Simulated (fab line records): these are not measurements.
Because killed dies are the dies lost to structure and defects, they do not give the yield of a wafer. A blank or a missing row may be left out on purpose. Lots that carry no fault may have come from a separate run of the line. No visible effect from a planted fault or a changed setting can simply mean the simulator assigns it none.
Comparing a struck lot with a sound one || flow sky130 || 15 out of 708 route steps
Sound: wafers L997.2, L997.3, L997.5. Wafers struck: L108.2, L108.3, L108.4. At the end, the cause is stated.
Each step with rows lists, per side, the tool, then ch with its chambers, then its first start. Under that, the readings that differ: sound wafers || struck wafers || difference of the means || sigmas: that difference in standard deviations of wafers without a fault.
alike: readings with means less than 2 such deviations apart, plus words and numbers identical on both sides. not compared: withheld readings, readings lacking a value on some wafer, bounds such as >300 that could conceal the same value, and numbers that have no deviation in the record and whose values overlap.
The two part at a step that has a row with sigmas, a row that says differs or no value, or rows on one side only. When numbers do not overlap yet have no deviation, they are printed without sigmas and do not part them. A reading that every wafer of one side lacks parts them only if that side has two wafers or more.

first, 1 step without rows for these wafers: SKY_VT_ADJUST_HVTR_IMPLANT_09.
SKY_VT_ADJUST_HVTR_STRIP_10: strips in O2/N2.
  sound on plasma-asher-03 ch 0,1, day 12 08:55; struck on plasma-asher-03 ch 0,1, day 15 11:55
  alike: chamber-pressure-mTorr, drypump-motor-current-A, oes-product-au, strip-time-to-endpoint-s
  not compared: rf-hours-counter-h
SKY_VT_ADJUST_HVTR_TW_MEAS_11:
  struck on film-metro-01, day 15 12:02; sound on film-metro-04, day 12 09:02
{"reading": "VT_ADJUST_HVTR_TW", "sound": "214.5 213.3 213.9", "struck": "208.6 210.1 210.0", "difference": -4.3, "sigmas": -3}
then, 7 steps without rows for these wafers: SKY_VT_ADJUST_PCH_DEHYDRATE_00 (time 60 s); SKY_VT_ADJUST_PCH_HMDS_01 (prime time 60 s); SKY_VT_ADJUST_PCH_COAT_02 (resist thk 3000 nm); SKY_VT_ADJUST_PCH_SOFTBAKE_03; SKY_VT_ADJUST_PCH_EXPOSE_04 (exposes mask NWM, target cd 840 nm); SKY_VT_ADJUST_PCH_PEB_05; SKY_VT_ADJUST_PCH_DEVELOP_06 (develop time 60 s).
SKY_VT_ADJUST_PCH_OVL_MEAS_07:
  struck on overlay-01, day 16 15:31; sound on overlay-01, day 13 09:10
  alike: VT_ADJUST_PCH_OVL
next, for these wafers, 1 step has no rows: SKY_VT_ADJUST_PCH_IMPLANT_08.
SKY_VT_ADJUST_PCH_STRIP_09: strips in O2/N2.
  sound on plasma-asher-03 ch 0,1, day 13 09:20; struck on plasma-asher-04 ch 0,1, day 16 15:54
{"reading": "oes-product-au (a.u.)", "sound": "0.724 0.716 0.728", "struck": "0.656 0.655 0.653", "difference": -0.068, "sigmas": -16}
{"reading": "strip-time-to-endpoint-s (s)", "sound": "36.90 36.81 36.81", "struck": "42.63 42.61 42.71", "difference": "+5.81", "sigmas": "+61"}
  alike: chamber-pressure-mTorr, drypump-motor-current-A
  not compared: rf-hours-counter-h
SKY_VT_ADJUST_PCH_TW_MEAS_10:
  struck on film-metro-01, day 16 16:01; sound on film-metro-01, day 13 09:27
  alike: VT_ADJUST_PCH_TW
-- here the record skips 34 days between the struck wafers' starts before and after, leaving off in module VT_ADJUST_PCH and picking up in module PAD_OPEN (first step shown: number 708 of the route) --
SKY_PAD_OPEN_PROBE_99:
  struck on prober-02, day 50 09:32; sound on prober-02, day 48 01:22
  alike: killed_at_M0_to_M3, killed_at_M4_up, killed-at-contacts, killed-at-front-end, killed-at-other, killed-dies, killed-open, killed-short

## WHERE THEY PART
Last at SKY_VT_ADJUST_PCH_STRIP_09 as far as this record goes, first at SKY_VT_ADJUST_HVTR_TW_MEAS_11. Later steps at which nothing parts them and some readings are alike: SKY_VT_ADJUST_PCH_TW_MEAS_10, SKY_PAD_OPEN_PROBE_99.

WHY: the cause the simulator had injected
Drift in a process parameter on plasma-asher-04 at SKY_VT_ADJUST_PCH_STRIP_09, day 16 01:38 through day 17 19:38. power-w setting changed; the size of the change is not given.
